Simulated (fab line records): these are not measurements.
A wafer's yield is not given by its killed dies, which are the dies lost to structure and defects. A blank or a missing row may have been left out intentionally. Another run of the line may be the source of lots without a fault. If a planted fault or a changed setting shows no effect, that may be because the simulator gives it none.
Which tool did it? | flow gf180mcu | Sampling: 13 lots, 39 wafers, 4 of 602 route steps

## WHAT THE GAUGES SHOWED, per wafer
GF_M1_CD_MEAS_14 targets a cd of 230 nm. Usual: cd_nm reads 230.1 nm (standard deviation 1.3).
lot  | measured     | on        | cd_nm (nm)        | flag
L221 | day 16 21:32 | cd_sem-02 | 231.5 232.1 232.4 |
L222 | day 17 03:52 | cd_sem-02 | 229.2 229.5 229.0 |
L224 | day 18 08:19 | cd_sem-01 | 231.4 231.0 230.7 |
L226 | day 18 22:13 | cd_sem-02 | 228.7 228.6 228.1 |
L227 | day 19 09:39 | cd_sem-01 | 231.9 231.9 231.4 |
L231 | day 21 14:07 | cd_sem-01 | 230.5 230.4 230.7 |
L233 | day 21 20:48 | cd_sem-01 | 228.5 229.1 230.1 |
L232 | day 22 05:13 | cd_sem-01 | 229.2 229.1 229.3 |
L234 | day 22 13:46 | cd_sem-02 | 228.8 230.0 229.9 |
L237 | day 23 01:40 | cd_sem-02 | 230.6 229.7 229.9 |
L239 | day 23 18:46 | cd_sem-01 | 229.5 230.0 230.9 |
L240 | day 24 00:22 | cd_sem-02 | 231.9 231.0 231.6 |
L243 | day 25 02:02 | cd_sem-01 | 232.9 231.7 231.0 |

GF_V2_BOW_MEAS_05. Usual: V2_BOW typically reads 100 um, with standard deviation 8.1.
lot  | measured     | on            | V2_BOW (um) | flag
L221 | day 19 01:06 | film_metro-04 | 106 113 104 |
L222 | day 19 07:20 | film_metro-03 | 110 108 109 |
L224 | day 20 13:19 | film_metro-03 | 97 94 91    |
L226 | day 21 03:48 | film_metro-01 | 83 113 99   |
L227 | day 21 14:35 | film_metro-04 | 91 104 103  |
L231 | day 23 17:07 | film_metro-03 | 91 101 108  |
L233 | day 23 23:31 | film_metro-01 | 101 109 90  |
L232 | day 24 06:59 | film_metro-04 | 90 85 101   |
L234 | day 24 15:25 | film_metro-04 | 113 114 105 |
L237 | day 25 02:38 | film_metro-01 | 87 100 103  |
L239 | day 25 18:19 | film_metro-01 | 100 90 90   |
L240 | day 26 00:56 | film_metro-03 | 104 89 104  |
L243 | day 27 00:19 | film_metro-04 | 92 98 102   |

## EACH LOT AND THE TOOL THAT RAN IT (in order: tool; ch and the chambers of the sampled wafers; start)
lot  | GF_M1_STRIP_17                       | GF_M2_SPUTTER_04
L221 | plasma_asher-04 ch 0,1, day 16 21:48 | pvd_sputter-01, day 17 23:37
L222 | plasma_asher-03 ch 0,1, day 17 04:09 | pvd_sputter-01, day 18 05:23
L224 | plasma_asher-03 ch 0,1, day 18 08:36 | pvd_sputter-03, day 19 11:40
L226 | plasma_asher-03 ch 0,1, day 18 22:30 | pvd_sputter-03, day 20 01:58
L227 | plasma_asher-04 ch 0,1, day 19 09:56 | pvd_sputter-03, day 20 13:12
L231 | plasma_asher-03 ch 0,1, day 21 14:22 | pvd_sputter-03, day 22 16:57
L233 | plasma_asher-01 ch 0,1, day 21 21:13 | pvd_sputter-02, day 22 23:19
L232 | plasma_asher-01 ch 0,1, day 22 05:38 | pvd_sputter-02, day 23 07:57
L234 | plasma_asher-01 ch 0,1, day 22 14:03 | pvd_sputter-03, day 23 15:26
L237 | plasma_asher-01 ch 0,1, day 23 02:03 | pvd_sputter-01, day 24 03:08
L239 | plasma_asher-04 ch 0,1, day 23 19:02 | pvd_sputter-02, day 24 19:59
L240 | plasma_asher-04 ch 0,1, day 24 00:39 | pvd_sputter-03, day 25 01:44
L243 | plasma_asher-04 ch 0,1, day 25 02:20 | pvd_sputter-03, day 26 02:46
- GF_M1_STRIP_17: strips in O2/N2.
- GF_M2_SPUTTER_04: material TiN, target thk 50 nm, time 41.7 s.

## AS READ BY THE TOOLS THEMSELVES (means over the sampled wafers that have a number; for cases with no such wafer, the mark the record gives instead)
GF_M1_STRIP_17. Usual: drypump_motor_current_A 5.3 A, standard deviation 0.43; heater_power_w 364 W, standard deviation 32; oes_product_au 0.538 a.u., standard deviation 0.0059; strip_time_to_endpoint_s 7.41 s, standard deviation 0.092.
lot  | tool            | drypump_motor_current_A (A) | heater_power_w (W) | oes_product_au (a.u.) | strip_time_to_endpoint_s (s) | flag
L221 | plasma_asher-04 | 5.5                         | 397                | 0.537                 | 7.43                         |
L222 | plasma_asher-03 | 4.8                         | 334                | 0.540                 | 7.41                         |
L224 | plasma_asher-03 | 4.8                         | 345                | 0.535                 | 7.36                         |
L226 | plasma_asher-03 | 4.8                         | 352                | 0.539                 | 7.43                         |
L227 | plasma_asher-04 | 5.7                         | 389                | 0.543                 | 7.44                         |
L231 | plasma_asher-03 | 4.8                         | 337                | 0.539                 | 7.39                         |
L233 | plasma_asher-01 | 5.3                         | 334                | 0.544                 | 7.49                         |
L232 | plasma_asher-01 | 5.3                         | 358                | 0.542                 | 7.55                         |
L234 | plasma_asher-01 | 5.2                         | 337                | 0.538                 | 7.37                         |
L237 | plasma_asher-01 | 5.2                         | 339                | 0.544                 | 7.48                         |
L239 | plasma_asher-04 | 5.8                         | 390                | 0.533                 | 7.41                         |
L240 | plasma_asher-04 | 5.8                         | 395                | 0.533                 | 7.42                         |
L243 | plasma_asher-04 | 5.5                         | 402                | 0.533                 | 7.33                         |

GF_M2_SPUTTER_04. Usual: cathode_dc_power_W 6499.9 W, standard deviation 1.1; throttle_valve_pct 29.2 %, standard deviation 0.59.
lot  | tool           | cathode_dc_power_W (W) | throttle_valve_pct (%) | flag
L221 | pvd_sputter-01 | 6500.5                 | 29.6                   |
L222 | pvd_sputter-01 | 6500.0                 | 28.8                   |
L224 | pvd_sputter-03 | 6500.3                 | 29.5                   |
L226 | pvd_sputter-03 | 6499.4                 | 29.3                   |
L227 | pvd_sputter-03 | 6500.4                 | 29.3                   |
L231 | pvd_sputter-03 | 6500.3                 | 29.2                   |
L233 | pvd_sputter-02 | 6500.4                 | 29.4                   |
L232 | pvd_sputter-02 | 6498.8                 | 28.7                   |
L234 | pvd_sputter-03 | 6499.9                 | 29.3                   |
L237 | pvd_sputter-01 | 6499.9                 | 29.4                   |
L239 | pvd_sputter-02 | 6654.2                 | 29.3                   | OFF
L240 | pvd_sputter-03 | 6500.1                 | 29.2                   |
L243 | pvd_sputter-03 | 6500.0                 | 29.1                   |

## THE ANSWER, worked out from the rows above alone
Rule: a lot is off if the mean of its wafers that have a number lies more than 3 standard deviations from the usual mean. Also off: a lot with no number at a reading for which 4 or more lots have one. All remaining lots with rows at the step are treated as sound. Order of review: gauges by route order, followed by the tools' own readings, for which a lot's mean as printed above is used. The first step at which some lot is off is used, and at that step the reading that is off furthest; a lot without a number counts as furthest.
Off: L239, at GF_M2_SPUTTER_04 (cathode_dc_power_W).
If a tool, at that step or one of the process steps before it, ran each lot that is off and ran no sound lot following the first of them, it fits. One fits: GF_M2_SPUTTER_04 on pvd_sputter-02. A fault onset in the window from L232 (day 23 07:57, its last sound lot) to L239 (day 24 19:59, its first lot off) fits.
On the lots that are off, the tool's own readings at GF_M2_SPUTTER_04 differ by more than 5 times the standard deviation of the sound lots' means, which bears it out; cathode_dc_power_W reads 6654.2 W there versus 6500.0 W on the sound lots.

## WHAT THE SIMULATOR HAD INSERTED
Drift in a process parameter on pvd_sputter-02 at GF_M2_SPUTTER_04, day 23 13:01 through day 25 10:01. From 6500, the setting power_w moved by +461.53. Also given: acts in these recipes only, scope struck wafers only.
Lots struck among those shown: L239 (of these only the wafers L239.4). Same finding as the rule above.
